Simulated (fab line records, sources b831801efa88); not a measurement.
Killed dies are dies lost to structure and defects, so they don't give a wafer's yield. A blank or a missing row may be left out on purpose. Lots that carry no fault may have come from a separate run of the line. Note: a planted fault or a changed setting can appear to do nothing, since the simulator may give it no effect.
Chamber matching ; flow sky130 ; SKY_VIA3_CMP_02 on cmp-01: 4 sister chambers
The step polishes SiO2. 8 wafers are shown with their chamber, then 7 later ones without.

WAFERS, EACH WITH ITS CHAMBER
wafer;chamber;motorCurrentA (A);slurryFilterDpKPa (kPa)
L132.4;2;10.0;13.55
L133.1;0;12.4;13.43
L133.3;1;11.7;13.36
L140.1;0;11.8;13.62
L140.3;3;11.1;13.49
L140.4;1;11.3;13.56
L141.2;3;11.1;13.18
L141.3;2;11.5;13.45

WAFERS WITH NO CHAMBER GIVEN
wafer;motorCurrentA (A);slurryFilterDpKPa (kPa)
L141.4;12.3;13.55
L146.2;10.9;13.50
L146.3;11.0;13.34
L146.4;11.9;13.46
L150.1;10.6;13.50
L150.2;12.2;13.82
L150.4;10.9;13.45

EACH ONE'S CHAMBER
wafer;from the rows above;in truth
L141.4;can't be placed: 0 or 1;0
L146.2;can't be placed: 2 or 1 or 3 or 0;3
L146.3;can't be placed: 3 or 2 or 1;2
L146.4;can't be placed: 0 or 1 or 3 or 2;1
L150.1;can't be placed: 2 or 3 or 1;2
L150.2;can't be placed: 0 or 1 or 2 or 3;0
L150.4;can't be placed: 2 or 3 or 1 or 0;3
Correctly placed: 0 of 7. Cannot be placed on the basis of these rows: 7; the candidates contain the true chamber in 7. Placed wrongly: 0.
How it was worked out, from the rows above alone: a wafer's distance from a chamber is the root of the sum, over the readings, of the square of ((its reading less the chamber's mean) divided by the reading's scatter). If the next closest chamber is less than 2 further off than the closest, the wafer can't be placed; otherwise it belongs to the closest. Each chamber's mean is taken over the wafers shown for it. How the scatter is found: for the shown wafers, subtract from each reading the mean of its chamber, square and add these, divide the total by (wafers less chambers), then take the root.
